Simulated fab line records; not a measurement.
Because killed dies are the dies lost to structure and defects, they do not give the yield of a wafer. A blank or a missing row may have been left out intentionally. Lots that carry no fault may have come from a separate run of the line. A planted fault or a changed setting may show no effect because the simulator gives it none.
One fault through the eyes of 2 desks + flow gf180mcu + each desk holds nothing but its own numbers, with what lay behind them at the end

== FOR THE TOOL OWNER'S DESK: lithoTrack-04 ==
The tool's own readings at GF_SAB_DEVELOP_08 (develop time 60 s): means of the sampled wafers that have a number, for each lot that ran on this tool. Any lot whose mean is over 4 standard deviations away from the usual mean is out of limits and marked OUT; that distance is given in the brackets.
Columns: A = developerTempC at GF_SAB_DEVELOP_08, usual 22.99 C
| lot  | first seen here | A                |
|------|-----------------|------------------|
| L991 | day 17 14:13    | 22.97            |
| L995 | day 19 09:34    | 23.06            |
| L996 | day 19 09:52    | 23.06            |
| L100 | day 21 02:55    | 23.53 (+6.1) OUT |
| L101 | day 21 06:43    | 23.73 (+8.4) OUT |
This desk's verdict: out of limits on L100, L101, starting with L100 at day 21 02:55 (developerTempC at GF_SAB_DEVELOP_08). In limits: L991, L995, L996.

== FROM THE METROLOGY DESK ==
Lot by lot, what the gauges showed, no matter which tool ran the lot: averages of those sampled wafers that carry a number. Any lot whose mean is over 4 standard deviations away from the usual mean is out of limits and marked OUT; that distance is given in the brackets.
Columns: A = V2_CVD_02_THK at GF_V2_THK_MEAS_03, usual 847 nm; B = V2_W_RS at GF_V2_RS_MEAS_24, usual 0.3289 ohm/sq
| lot  | first seen here | A   | B      |
|------|-----------------|-----|--------|
| L985 | day 19 14:15    | 839 | 0.3252 |
| L986 | day 19 18:17    | 843 | 0.3306 |
| L988 | day 21 00:07    | 855 | 0.3286 |
| L989 | day 21 00:26    | 854 | 0.3325 |
| L990 | day 21 09:47    | 856 | 0.3262 |
| L991 | day 21 21:16    | 838 | 0.3299 |
| L994 | day 23 05:38    | 846 | 0.3250 |
| L995 | day 23 16:29    | 852 | 0.3277 |
| L996 | day 23 17:07    | 834 | 0.3284 |
| L999 | day 24 20:48    | 837 | 0.3304 |
| L100 | day 25 05:50    | 853 | 0.3295 |
| L101 | day 25 09:20    | 850 | 0.3306 |
| L106 | day 26 17:42    | 845 | 0.3314 |
| L107 | day 27 01:50    | 842 | 0.3274 |
This desk's verdict: no lot among the 14 shows anything out of limits.

== PUT TOGETHER ==
At day 21 02:55, on L100, L101, the tool owner's desk was in a position to raise an alarm.
Metrology desk: nothing out of limits seen.
The metrology desk has L100, L101 on record, within its limits.
GF_SAB_DEVELOP_08 was run on lithoTrack-04 by each of the lots named.

== WHAT HAD BEEN PUT IN BY THE SIMULATOR ==
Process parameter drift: lithoTrack-04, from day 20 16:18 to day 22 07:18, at GF_SAB_DEVELOP_08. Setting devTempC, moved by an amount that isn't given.
Struck lots among those shown: L100, L101.
How many hours passed from the start of the fault until each desk's first out-of-limits reading: the tool owner's desk, 11.
